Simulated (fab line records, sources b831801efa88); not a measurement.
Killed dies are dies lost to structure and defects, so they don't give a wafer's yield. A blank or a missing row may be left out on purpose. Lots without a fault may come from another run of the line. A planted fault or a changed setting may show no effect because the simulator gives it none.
fab line records | flow sky130
record lots=6 wafers=18 last_day=49
route steps=708 shown SD_N@344 SD_P@359 RES_XHIGH@360 SALICIDE@361 PAD_OPEN@708
lots that met no fault: from a run of the same line without faults
start_h: hours from the record's first day to the start of the lot's first wafer shown | wait_h: hours since the lot's step before | " the same as in the row above | L1.1+2: a row that stands for several wafers | - no value, or no start given | * or withheld: withheld | < > ~ a bound
route shown NAME@n: a module of which the file shows steps, and the number in the route of the first | usual: mean/standard deviation of fault-free wafers | same: alike in all rows | chamber/n: place in a boat | sites: the reading at each site | _std_site: their standard deviation | _edge_site: outer sites' mean less inner sites' | radius_mm: how far each site lies from the wafer's centre | mask NAME#n: copy n | behind: the tool/chamber that last shaped the wafer | hold: why the lot was held/for how many hours/how that ended | device: the transistor (n, p or np) that didn't switch | end of line: the same wafers' tests at the end of the route | a step without rows: its recipe alone | killed: dies lost to structure and defects at the first sort, not the wafer's yield | map: a wafer's dies, x killed, . not, _ none there
set.NAME: the setting as run; set.NAME@STEP: as run at that earlier step | model.NAME: the simulator's own value behind a step, which no gauge read
lots at some steps of the route; a table a step, a row a wafer
services: from which hour (start_h, from the record's first day; less than 0 if before it) a tool's chamber was out of use, for how many hours, and why
## steps
# step SKY_SD_N_COAT_02
# recipe resist=NOVOLAK spin_rpm=3000 resist_thk_nm=1140
# step SKY_SD_N_SOFTBAKE_03
# recipe temp_c=90 time_s=60 resist=NOVOLAK
# step SKY_SD_N_EXPOSE_04
# recipe mask_id=NSDM na=0.6 source_shape=conventional sigma_outer=0.6 polarization=unpolarized target_cd_nm=380 dose_mj=141
# step SKY_SD_N_PEB_05
# recipe temp_c=withheld time_s=* resist=NOVOLAK
# step SKY_SD_N_DEVELOP_06
# recipe resist=NOVOLAK developer=TMAH develop_time_s=60 dev_temp_c=23
# step SKY_SD_N_CD_MEAS_07
# recipe target_cd_nm=380
# usual cd_nm=380.3/2.7
# columns lot.wafer tool chamber start_h wait_h cd_nm
L500.2 cd_sem-02 - 691.52 0.1 382.2
L500.5 " - " " 382.1
L500.6 " - " " 378.6
L501.1 cd_sem-01 - 706.70 0.1 383.0
L501.5 " - " " 381.1
L501.6 " - " " 382.2
L502.1 cd_sem-02 - 706.92 0.1 380.5
L502.3 " - " " 381.7
L502.5 " - " " 381.4
L503.1 cd_sem-01 - 714.10 0.1 379.6
L503.2 " - " " 381.0
L503.6 " - " " 380.7
L512.2 cd_sem-02 - 779.84 0.1 380.9
L512.4 " - " " 380.8
L512.6 " - " " 378.8
L513.2 cd_sem-02 - 788.97 0.1 377.8
L513.4 " - " " 378.2
L513.5 " - " " 377.0
# step SKY_SD_N_OVL_MEAS_08
# usual SD_N_OVL=0.9/2.1
# columns lot.wafer tool chamber start_h wait_h SD_N_OVL[nm]
L500.2 overlay-02 - 691.63 0.1 -1.4
L500.5 " - " " -1.3
L500.6 " - " " -0.1
L501.1 overlay-02 - 706.82 0.1 3.2
L501.5 " - " " 4.0
L501.6 " - " " 3.6
L502.1 overlay-01 - 707.04 0.1 -0.7
L502.3 " - " " 1.9
L502.5 " - " " 0.9
L503.1 overlay-01 - 714.22 0.1 0.7
L503.2 " - " " -1.3
L503.6 " - " " 0.4
L512.2 overlay-01 - 779.95 0.1 1.0
L512.4 " - " " 0.6
L512.6 " - " " -1.4
L513.2 overlay-01 - 789.08 0.1 -1.3
L513.4 " - " " 0.3
L513.5 " - " " -0.4
# step SKY_SD_N_IMPLANT_09
# recipe species=As energy_kev=50 dose_cm2=4e+15 tilt_deg=0
# step SKY_SD_N_IMPLANT_10
# recipe species=P energy_kev=20 dose_cm2=1e+14 tilt_deg=0
# step SKY_SD_N_STRIP_11
# recipe chemistry=O2/N2 power_w=1400 pressure_mtorr=1500 platen_temp_c=withheld o2_flow_sccm=3000 n2_flow_sccm=300 overash_fraction=0.5
# usual drypump_motor_current_A=5.5/0.51 oes_product_au=0.528/0.0043 strip_time_to_endpoint_s=22.55/0.039
# same overash_fraction=0.5
# columns lot.wafer tool chamber start_h wait_h drypump_motor_current_A oes_product_au rf_hours_counter_h strip_time_to_endpoint_s
L500.2 plasma_asher-01 0 691.96 0.1 4.8 0.534 100 22.62
L500.5 " 0 " " 4.8 0.530 - 22.59
L500.6 " 1 " " 6.2 0.529 - 22.57
L501.1 plasma_asher-02 1 707.16 0.1 5.4 0.534 59 22.58
L501.5 " 1 " " 5.4 0.519 - 22.55
L501.6 " 0 " " 5.3 0.533 - 22.58
L502.1 plasma_asher-01 1 707.37 0.1 6.2 0.532 102 22.52
L502.3 " 1 " " 6.2 0.530 - 22.55
L502.5 " 1 " " 6.2 0.526 - 22.56
L503.1 plasma_asher-02 1 714.56 0.1 5.4 0.527 60 22.50
L503.2 " 0 " " 5.3 0.532 60 22.47
L503.6 " 0 " " 5.3 0.532 - 22.53
L512.2 plasma_asher-01 0 780.28 0.1 4.8 0.527 4 22.58
L512.4 " 1 " " 6.2 0.528 - 22.59
L512.6 " 1 " " 6.2 0.528 - 22.55
L513.2 plasma_asher-01 0 789.41 0.1 4.8 0.519 5 22.56
L513.4 " 0 " " 4.8 0.531 - 22.61
L513.5 " 1 " " 6.2 0.533 - 22.58
# step SKY_SD_N_TW_MEAS_12
# usual SD_N_TW=4032/40
# columns lot.wafer tool chamber start_h wait_h SD_N_TW
L500.2 film_metro-02 - 692.07 0.1 3987
L500.5 " - " " 3989
L500.6 " - " " 4003
L501.1 film_metro-03 - 707.26 0.1 4073
L501.5 " - " " 4066
L501.6 " - " " 4096
L502.1 film_metro-04 - 707.47 0.1 4007
L502.3 " - " " 4031
L502.5 " - " " 4031
L503.1 film_metro-03 - 714.66 0.1 4075
L503.2 " - " " 4070
L503.6 " - " " 4069
L512.2 film_metro-03 - 780.39 0.1 4061
L512.4 " - " " 4039
L512.6 " - " " 4034
L513.2 film_metro-03 - 789.52 0.1 4055
L513.4 " - " " 4070
L513.5 " - " " 4048
# step SKY_SD_N_CLEAN_13
# recipe chemistry=SC1/SC2 mix=1:4:20 temp_c=70 time_s=150 dry=n2_spin
# step SKY_SD_N_RTA_14
# recipe temp_c=1075 time_s=2 idle_temp_c=650 ramp_up_c_per_s=150 ramp_down_c_per_s=90 ambient=N2
# usual lamp_power_pct=15.73/0.055 wafer_temp_C_max=1078.0/1.2
# columns lot.wafer tool chamber start_h wait_h lamp_power_pct wafer_temp_C_max
L500.2 rtp_anneal-02 0 692.20 0.0 16.77 1124.2
L500.5 " 0 " " 16.82 1124.9
L500.6 " 0 " " 16.82 1124.7
L501.1 rtp_anneal-01 0 707.37 0.0 15.72 1078.1
L501.5 " 0 " " 15.83 1079.2
L501.6 " 0 " " 15.74 1079.6
L502.1 rtp_anneal-02 0 707.58 0.0 16.79 1125.7
L502.3 " 0 " " 16.76 1124.3
L502.5 " 0 " " 16.93 1124.2
L503.1 rtp_anneal-01 0 714.77 0.0 15.76 1078.5
L503.2 " 0 " " 15.75 1077.7
L503.6 " 0 " " 15.73 1080.9
L512.2 rtp_anneal-02 0 780.49 0.0 15.73 1077.9
L512.4 " 0 " " 15.73 1077.9
L512.6 " 0 " " 15.68 1079.0
L513.2 rtp_anneal-01 0 789.63 0.0 15.71 1078.3
L513.4 " 0 " " 15.88 1077.3
L513.5 " 0 " " 15.70 1078.4
# step SKY_SD_N_RS_MEAS_16
# recipe thk_meas_gauge=four-point-probe
# usual SD_N_RS=68.52/0.17
# columns lot.wafer tool chamber start_h wait_h SD_N_RS[ohm/sq]
L500.2 film_metro-03 - 692.39 0.1 59.90
L500.5 " - " " 59.87
L500.6 " - " " 59.75
L501.1 film_metro-02 - 707.54 0.1 68.05
L501.5 " - " " 68.17
L501.6 " - " " 68.22
L502.1 film_metro-04 - 707.81 0.1 59.62
L502.3 " - " " 59.87
L502.5 " - " " 59.67
L503.1 film_metro-04 - 714.94 0.1 68.56
L503.2 " - " " 68.55
L503.6 " - " " 68.59
L512.2 film_metro-04 - 780.68 0.1 68.63
L512.4 " - " " 68.57
L512.6 " - " " 68.84
L513.2 film_metro-04 - 789.81 0.1 68.56
L513.4 " - " " 68.38
L513.5 " - " " 68.62
# step SKY_SD_N_RS_MEAS_17
# recipe thk_meas_gauge=four-point-probe
# usual SD_P_RS=147.0/0.47
# columns lot.wafer tool chamber start_h wait_h SD_P_RS[ohm/sq]
L500.2 film_metro-03 - 692.51 0.1 104.7
L500.5 " - " " 104.8
L500.6 " - " " 104.7
L501.1 film_metro-02 - 707.66 0.1 145.7
L501.5 " - " " 145.9
L501.6 " - " " 146.0
L502.1 film_metro-04 - 707.93 0.1 104.3
L502.3 " - " " 104.6
L502.5 " - " " 104.6
L503.1 film_metro-04 - 715.06 0.1 147.1
L503.2 " - " " 147.3
L503.6 " - " " 147.1
L512.2 film_metro-04 - 780.80 0.1 147.0
L512.4 " - " " 146.9
L512.6 " - " " 147.6
L513.2 film_metro-04 - 789.93 0.1 146.8
L513.4 " - " " 146.9
L513.5 " - " " 146.8
# step SKY_SD_N_RS_MEAS_18
# recipe thk_meas_gauge=four-point-probe
# usual RES_XHIGH_RS=333.2/1.5
# columns lot.wafer tool chamber start_h wait_h RES_XHIGH_RS[ohm/sq]
L500.2 film_metro-03 - 692.63 0.1 329.3
L500.5 " - " " 329.1
L500.6 " - " " 328.2
L501.1 film_metro-02 - 707.78 0.1 329.4
L501.5 " - " " 330.0
L501.6 " - " " 330.9
L502.1 film_metro-04 - 708.05 0.1 328.7
L502.3 " - " " 328.7
L502.5 " - " " 329.5
L503.1 film_metro-04 - 715.18 0.1 332.6
L503.2 " - " " 332.4
L503.6 " - " " 332.9
L512.2 film_metro-04 - 780.92 0.1 335.7
L512.4 " - " " 335.1
L512.6 " - " " 335.7
L513.2 film_metro-04 - 790.05 0.1 333.8
L513.4 " - " " 333.6
L513.5 " - " " 333.1
# step SKY_SALICIDE_CLEAN_00
# recipe chemistry=HF-last time_s=30 dilution=100:1 dry=ipa_marangoni
# step SKY_PAD_OPEN_PROBE_99
# usual killed_at_M0_to_M3=43/7 killed_at_M4_up=3.5/1.9 killed_at_contacts=24/5.3 killed_at_front_end=15/4.4 killed_at_other=0.3/0.69 killed_dies=87/9.7 killed_open=48/7 killed_short=39/6.4
# same gross_dies=492 killed_at_back_side=0
# columns lot.wafer tool chamber start_h wait_h killed_at_M0_to_M3 killed_at_M4_up killed_at_contacts killed_at_front_end killed_at_other killed_dies killed_open killed_short model.etest.res_xhigh_po.line_ohm_um model.etest.res_xhigh_po.rs_ohm_sq model.etest.pfet_01v8.r_on_ohm_um model.etest.res_pdiff.line_ohm_um model.etest.pfet_g5v0d10v5.r_on_ohm_um model.etest.res_high_po.line_ohm_um model.etest.licon_high_po.rc_ohm model.etest.res_ndiff.line_ohm_um
L500.2 prober-02 - 1108.78 0.1 46 3 24 19 0 92 49 43 - - - - - - - -
L500.5 prober-02 - 1108.93 0.2 44 3 27 7 0 81 50 29 - - - - - - - -
L500.6 prober-02 - 1108.98 0.2 55 4 25 23 2 109 56 50 - - - - - - - -
L501.1 prober-01 - 1118.23 0.1 51 5 23 13 0 92 52 40 5394 1890 2899 1358 4840 723.8 344.3 763.6
L501.5 prober-01 - 1118.43 0.2 36 3 27 18 0 84 44 40 5375 1895 2890 1331 4780 729.4 338.4 758.8
L501.6 prober-01 - 1118.48 0.2 48 3 27 10 0 88 50 38 5420 1901 2965 1354 4818 726.4 341.9 779.1
L502.1 prober-02 - 1121.30 0.1 43 3 21 15 0 82 41 41 3871 1356 2349 1010 4491 567 220.7 659.6
L502.3 prober-02 - 1121.40 0.2 34 5 26 11 0 76 40 36 3975 1376 2416 1018 4471 570.9 225.8 655.2
L502.5 prober-02 - 1121.50 0.2 28 3 16 10 0 57 33 24 4187 1430 2403 1027 4524 575.2 223.9 662.8
L503.1 prober-01 - 1124.37 0.1 50 2 30 7 0 89 44 44 5613 1957 2890 1334 4671 757.8 345.3 754
L503.2 prober-01 - 1124.42 0.1 42 3 24 9 1 79 37 42 5672 1994 2971 1376 4870 751.5 361 774.2
L503.6 prober-01 - 1124.62 0.2 37 3 20 12 0 72 35 37 5611 1919 2918 1360 4662 720.6 339.6 756.6
L512.2 prober-01 - 1171.42 0.1 34 0 23 22 0 79 40 39 5857 2017 2836 1374 4714 762.4 352 747
L512.4 prober-01 - 1171.52 0.2 35 2 24 10 0 71 43 28 5848 2020 3002 1361 4853 735.5 346.6 737.2
L512.6 prober-01 - 1171.62 0.2 35 2 27 16 0 80 40 40 5788 2030 2916 1371 4770 771.6 352.9 741.6
L513.2 prober-02 - 1176.77 0.1 41 3 26 10 0 80 46 34 5416 1944 2997 1399 4794 724.8 329.9 766.4
L513.4 prober-02 - 1176.87 0.2 45 2 20 11 0 78 41 37 5741 2005 2900 1369 4727 758.4 338.9 760.7
L513.5 prober-02 - 1176.92 0.2 37 6 15 16 0 74 41 33 5621 1994 2962 1398 4787 730.1 338.6 750.2
# killed by level:class
L500.2 CONTACT:geometric_particle:open=11 VIA1:geometric_particle:open=9 VIA2:geometric_particle:short=7 VIA3:geometric_particle:open=7 FIELD_ISO:geometric_particle:open=5 LI_CONTACT:geometric_particle:open=5 VIA3:geometric_particle:short=5 FIELD_ISO:geometric_particle:short=4
L500.5 CONTACT:geometric_particle:open=11 VIA2:geometric_particle:open=10 LI_CONTACT:geometric_particle:open=7 VIA1:geometric_particle:open=7 VIA3:geometric_particle:open=5 VIA3:geometric_particle:short=5 CONTACT:geometric_particle:short=4 FIELD_ISO:geometric_particle:open=3
L500.6 VIA1:geometric_particle:open=12 VIA2:geometric_particle:open=11 CONTACT:geometric_particle:short=9 LI_CONTACT:geometric_particle:open=7 VIA1:geometric_particle:short=7 FIELD_ISO:geometric_particle:short=6 METAL1:geometric_particle:short=6 VIA3:geometric_particle:open=5
L501.1 VIA3:geometric_particle:open=11 CONTACT:geometric_particle:open=10 VIA1:geometric_particle:open=9 LI_CONTACT:geometric_particle:open=7 METAL2:geometric_particle:short=7 FIELD_ISO:geometric_particle:open=5 FIELD_ISO:geometric_particle:short=5 METAL3:geometric_particle:short=5
L501.5 CONTACT:geometric_particle:open=15 VIA1:geometric_particle:open=7 LI_CONTACT:geometric_particle:open=6 FIELD_ISO:geometric_particle:short=5 METAL1:geometric_particle:short=5 METAL2:geometric_particle:short=5 VIA2:geometric_particle:open=4 VIA3:geometric_particle:open=4
L501.6 LI_CONTACT:geometric_particle:open=8 CONTACT:geometric_particle:open=8 VIA1:geometric_particle:open=8 VIA3:geometric_particle:open=8 FIELD_ISO:geometric_particle:open=6 METAL1:geometric_particle:short=6 VIA2:geometric_particle:open=5 VIA3:geometric_particle:short=5
L502.1 VIA1:geometric_particle:open=8 METAL2:geometric_particle:short=8 LOCAL_INTERCONNECT:geometric_particle:short=7 CONTACT:geometric_particle:open=7 VIA1:geometric_particle:short=6 VIA3:geometric_particle:open=6 POLY_GATE:geometric_particle:open=4 VIA2:geometric_particle:open=4
L502.3 CONTACT:geometric_particle:open=9 VIA1:geometric_particle:open=6 VIA2:geometric_particle:open=6 METAL2:geometric_particle:short=5 LOCAL_INTERCONNECT:geometric_particle:short=5 CONTACT:geometric_particle:short=5 VIA3:geometric_particle:open=5 FIELD_ISO:geometric_particle:open=4
L502.5 VIA1:geometric_particle:open=14 LI_CONTACT:geometric_particle:open=7 CONTACT:geometric_particle:open=5 FIELD_ISO:geometric_particle:short=4 METAL1:geometric_particle:short=3 METAL2:geometric_particle:short=3 POLY_GATE:geometric_particle:short=2 LI_CONTACT:geometric_particle:short=2
L503.1 CONTACT:geometric_particle:open=9 LI_CONTACT:geometric_particle:open=8 VIA3:geometric_particle:open=8 METAL3:geometric_particle:short=7 METAL1:geometric_particle:short=7 VIA1:geometric_particle:short=7 VIA2:geometric_particle:open=5 VIA1:geometric_particle:open=5
L503.2 VIA1:geometric_particle:open=10 CONTACT:geometric_particle:open=8 METAL1:geometric_particle:short=6 VIA1:geometric_particle:short=6 FIELD_ISO:geometric_particle:short=5 LI_CONTACT:geometric_particle:short=4 LI_CONTACT:geometric_particle:open=4 LOCAL_INTERCONNECT:geometric_particle:short=4
L503.6 CONTACT:geometric_particle:open=9 VIA1:geometric_particle:open=8 METAL1:geometric_particle:short=7 CONTACT:geometric_particle:short=5 POLY_GATE:geometric_particle:open=4 VIA3:geometric_particle:short=4 VIA3:geometric_particle:open=4 FIELD_ISO:geometric_particle:short=3
L512.2 FIELD_ISO:geometric_particle:short=9 LI_CONTACT:geometric_particle:open=8 CONTACT:geometric_particle:open=7 VIA3:geometric_particle:open=6 METAL1:geometric_particle:short=5 VIA2:geometric_particle:open=5 POLY_GATE:geometric_particle:short=4 LI_CONTACT:geometric_particle:short=3
L512.4 CONTACT:geometric_particle:open=10 VIA1:geometric_particle:open=9 VIA3:geometric_particle:open=8 METAL1:geometric_particle:short=7 LI_CONTACT:geometric_particle:open=6 CONTACT:geometric_particle:short=5 VIA2:geometric_particle:open=4 FIELD_ISO:geometric_particle:open=3
L512.6 LI_CONTACT:geometric_particle:open=9 LOCAL_INTERCONNECT:geometric_particle:short=9 VIA1:geometric_particle:open=9 METAL1:geometric_particle:short=8 VIA3:geometric_particle:open=5 FIELD_ISO:geometric_particle:open=5 METAL2:geometric_particle:short=4 POLY_GATE:geometric_particle:open=3
L513.2 CONTACT:geometric_particle:open=12 VIA1:geometric_particle:open=11 METAL2:geometric_particle:short=7 LI_CONTACT:geometric_particle:open=6 METAL1:geometric_particle:short=6 VIA2:geometric_particle:open=5 FIELD_ISO:geometric_particle:short=4 FIELD_ISO:geometric_particle:open=4
L513.4 VIA1:geometric_particle:open=9 CONTACT:geometric_particle:open=7 VIA1:geometric_particle:short=6 VIA3:geometric_particle:open=6 VIA3:geometric_particle:short=5 LI_CONTACT:geometric_particle:open=5 FIELD_ISO:geometric_particle:short=4 LI_CONTACT:geometric_particle:short=4
L513.5 VIA1:geometric_particle:open=14 FIELD_ISO:geometric_particle:open=6 LI_CONTACT:geometric_particle:open=5 METAL4:geometric_particle:short=5 FIELD_ISO:geometric_particle:short=4 VIA1:geometric_particle:short=4 LOCAL_INTERCONNECT:geometric_particle:short=3 POLY_GATE:geometric_particle:short=3
## services
# columns tool chamber start_h hours kind
plasma_asher-01 - 733.75 9.0 pm
plasma_asher-01 0 733.75 9.0 vent_cycle
plasma_asher-01 1 733.75 9.0 vent_cycle
plasma_asher-01 0 742.75 - clean
plasma_asher-01 1 742.75 - clean
plasma_asher-02 - 742.75 2.8 pm
## key
first_sign step=SKY_SD_N_RTA_14 reading=wafer_temp_C_max direction=up sigmas=38 usual=* struck=*
effect step=SKY_SD_N_RTA_14 reading=lamp_power_pct direction=up sigmas=20 usual=15.73 struck=16.82
effect step=SKY_SD_N_RS_MEAS_16 reading=SD_N_RS direction=down sigmas=52 usual=68.52 struck=59.78
effect step=SKY_SD_N_RS_MEAS_17 reading=SD_P_RS direction=down sigmas=90 usual=147.0 struck=104.6
effect step=SKY_SD_N_RS_MEAS_18 reading=RES_XHIGH_RS direction=down sigmas=2.9 usual=333.2 struck=328.9
model_effect step=SKY_PAD_OPEN_PROBE_99 value=etest.res_xhigh_po.line_ohm_um without=5855 struck=4011
met_at SKY_SD_N_RTA_14
struck_wafers L500.2,L500.5,L500.6,L502.1,L502.3,L502.5
tester_left_out L500,L502
fault kind=process_parameter_drift tool=rtp_anneal-02 chamber=- onset_h=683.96 steps=SKY_SD_N_RTA_14 channel=temp_c offset=* shape=step end_h=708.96 acts_in=* stated=*
# tester_left_out: of these lots the tester's yield and bins aren't shown, on N5 and GAA mostly nor the transistor test; their killed dies are dies lost to structure and defects alone, not to doping, threshold or leakage, so they don't give the yield
